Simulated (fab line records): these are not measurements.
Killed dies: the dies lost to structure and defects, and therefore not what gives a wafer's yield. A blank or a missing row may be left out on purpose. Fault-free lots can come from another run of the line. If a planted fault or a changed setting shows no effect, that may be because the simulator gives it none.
Matching of chambers | flow gf180mcu | GF_PASSIVATION_CVD_00 on pecvd-03: 3 sister chambers
The step deposits SiO2 from TEOS, target thk 1000 nm, time 111.95 s. 6 wafers are shown with their chamber, then 8 later ones without.

== WAFERS WITH THEIR CHAMBER ==
wafer  | chamber | heaterPowerW (W)
L182.2 | 2       | 564
L183.5 | 1       | 476
L188.4 | 0       | 665
L188.5 | 1       | 568
L188.6 | 2       | 674
L194.1 | 0       | 608

== WAFERS MISSING THEIR CHAMBER ==
wafer  | heaterPowerW (W)
L194.2 | 585
L194.4 | 681
L195.1 | 620
L195.2 | 752
L195.3 | 480
L196.1 | 548
L196.4 | 587
L196.6 | 593

== EACH ONE'S CHAMBER ==
wafer  | from the rows above          | in truth
L194.2 | can't be placed: 2 or 0 or 1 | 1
L194.4 | can't be placed: 0 or 2 or 1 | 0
L195.1 | can't be placed: 2 or 0 or 1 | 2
L195.2 | can't be placed: 0 or 2 or 1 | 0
L195.3 | can't be placed: 1 or 2 or 0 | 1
L196.1 | can't be placed: 1 or 2 or 0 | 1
L196.4 | can't be placed: 2 or 0 or 1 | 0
L196.6 | can't be placed: 2 or 0 or 1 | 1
Correctly placed: 0 of 8. Not placeable from these rows: 8 (in 8, the candidates include the true chamber). Wrongly placed: 0.
How it was worked out, from the rows above alone: a wafer's distance from a chamber is the root of the sum, over the readings, of the square of ((its reading less the chamber's mean) divided by the reading's scatter). The wafer belongs to the nearest chamber; if the next one is less than 2 further off, it can't be placed. Each chamber's mean is taken over the wafers shown for it. The scatter: the root of (the sum of the squares of (reading less its chamber's mean) over the shown wafers, divided by (wafers less chambers)).
